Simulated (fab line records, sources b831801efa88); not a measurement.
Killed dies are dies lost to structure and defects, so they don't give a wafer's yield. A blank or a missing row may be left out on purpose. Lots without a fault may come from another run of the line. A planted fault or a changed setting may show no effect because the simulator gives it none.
One fault seen from 2 desks | flow gf180mcu | each desk has only its own numbers; what lay behind them comes last

THE METROLOGY DESK
What the gauges read, lot by lot, whatever tool the lot ran on: means of the sampled wafers that have a number. A lot is out of limits, marked OUT, if its mean lies more than 4 standard deviations from the usual mean; the brackets give that distance.
Columns: A = cd_nm at GF_PSD_CD_MEAS_07, usual 400.2 nm; B = cd_nm at GF_SAB_CD_MEAS_09, usual 419.7 nm
lot  | first seen here | A     | B
L983 | day 14 19:17    | 403.0 | 419.5
L984 | day 15 03:13    | 401.6 | 418.7
L985 | day 15 13:17    | 398.6 | 421.8
L987 | day 16 08:02    | 397.2 | 420.4
L988 | day 16 14:17    | 400.6 | 419.2
L989 | day 17 03:26    | 401.3 | 417.4
L990 | day 17 09:39    | 401.8 | 419.2
L992 | day 18 04:25    | 399.5 | 419.5
L993 | day 18 07:12    | 401.9 | 420.3
L100 | day 21 00:37    | 400.4 | 428.3
L101 | day 21 09:23    | 401.7 | 427.0
L104 | day 22 12:06    | 399.1 | 420.7
This desk's finding: nothing out of limits on any of the 12 lots.

THE TOOL OWNER'S DESK: litho_track-01
The tool's own readings at GF_SAB_COAT_04 (resist thk 1000 nm): means of the sampled wafers that have a number, for each lot that ran on this tool. A lot is out of limits, marked OUT, if its mean lies more than 4 standard deviations from the usual mean; the brackets give that distance.
Columns: A = resist_line_temp_C at GF_SAB_COAT_04, usual 22.99 C
lot  | first seen here | A
L989 | day 17 15:37    | 22.96
L992 | day 18 16:53    | 22.95
L100 | day 21 13:16    | 22.97
L101 | day 21 21:44    | 22.97
This desk's finding: nothing out of limits on any of the 4 lots.

PUT TOGETHER
The metrology desk saw nothing out of limits.
The tool owner's desk saw nothing out of limits.

WHAT THE SIMULATOR HAD PUT IN
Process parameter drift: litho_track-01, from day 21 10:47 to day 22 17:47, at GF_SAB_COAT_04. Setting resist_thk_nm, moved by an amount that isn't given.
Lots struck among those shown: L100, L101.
